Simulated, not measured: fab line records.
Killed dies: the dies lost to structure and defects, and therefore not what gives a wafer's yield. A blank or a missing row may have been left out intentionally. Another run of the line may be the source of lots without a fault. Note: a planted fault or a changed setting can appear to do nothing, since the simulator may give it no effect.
Matching of chambers + flow gf180mcu + 4 sister chambers for GF_STI_ETCH_13 on rieDiel-03
The step etches the open film in CHF3/O2, stops on Si, target depth 282.31 nm, time 112.9 s. 14 wafers are shown with their chamber, then 7 later ones without.

WAFERS PAIRED WITH THEIR CHAMBERS
| wafer  | chamber | drypumpMotorCurrentA (A) | oesProductAu (a.u.) | throttleValvePct (%) |
|--------|---------|--------------------------|---------------------|----------------------|
| L669.1 | 1       | 5.0                      | 0.835               | 8.814                |
| L669.5 | 1       | 5.1                      | 0.831               | 8.816                |
| L669.6 | 2       | 4.9                      | 0.821               | 8.817                |
| L672.2 | 2       | 4.9                      | 0.828               | 8.817                |
| L672.3 | 3       | 5.7                      | 0.831               | 8.785                |
| L672.5 | 0       | 5.8                      | 0.828               | 8.823                |
| L675.2 | 1       | 5.0                      | 0.843               | 8.823                |
| L675.4 | 3       | 5.6                      | 0.832               | 8.824                |
| L675.6 | 0       | 5.8                      | 0.831               | 8.801                |
| L678.3 | 1       | 5.0                      | 0.838               | 8.801                |
| L678.4 | 0       | 5.7                      | 0.836               | 8.805                |
| L678.5 | 1       | 5.1                      | 0.837               | 8.809                |
| L680.3 | 2       | 4.9                      | 0.836               | 8.797                |
| L680.5 | 2       | 4.8                      | 0.841               | 8.797                |

SIGNATURES (means of the wafers above)
| reading              | chamber 0 | chamber 1 | chamber 2 | chamber 3 | scatter within a chamber |
|----------------------|-----------|-----------|-----------|-----------|--------------------------|
| drypumpMotorCurrentA | 5.767     | 5.040     | 4.875     | 5.650     | 0.0558                   |
| oesProductAu         | 0.83167   | 0.83680   | 0.83150   | 0.83150   | 0.00586                  |
| throttleValvePct     | 8.80967   | 8.81260   | 8.80700   | 8.80450   | 0.0131                   |
Rule: for each reading, subtract the chamber's mean from the wafer's reading, divide by that reading's scatter and square the result; add these up over the readings and take the root, which gives the wafer's distance from the chamber. The wafer belongs to the nearest chamber; if the next one is less than 2 further off, it can't be placed. How the scatter is found: for the shown wafers, subtract from each reading the mean of its chamber, square and add these, divide the total by (wafers less chambers), then take the root.

WAFERS WITH NO CHAMBER GIVEN
| wafer  | drypumpMotorCurrentA (A) | oesProductAu (a.u.) | throttleValvePct (%) |
|--------|--------------------------|---------------------|----------------------|
| L680.6 | 5.0                      | 0.840               | 8.815                |
| L682.2 | 5.1                      | 0.838               | 8.821                |
| L682.3 | 5.7                      | 0.831               | 8.813                |
| L682.4 | 4.9                      | 0.828               | 8.796                |
| L689.1 | 5.8                      | 0.826               | 8.808                |
| L689.3 | 4.9                      | 0.824               | 8.784                |
| L689.5 | 4.9                      | 0.826               | 8.813                |

WHICH CHAMBER EACH ONE RAN IN
| wafer  | from the rows above     | in truth |
|--------|-------------------------|----------|
| L680.6 | can't be placed: 1 or 2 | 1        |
| L682.2 | 1                       | 1        |
| L682.3 | can't be placed: 3 or 0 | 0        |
| L682.4 | 2                       | 2        |
| L689.1 | can't be placed: 0 or 3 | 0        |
| L689.3 | can't be placed: 2 or 1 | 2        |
| L689.5 | can't be placed: 2 or 1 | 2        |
2 of 7 placed correctly. Unplaceable from these rows: 5, with the true chamber sitting among the candidates in 5. Placed wrongly: 0.
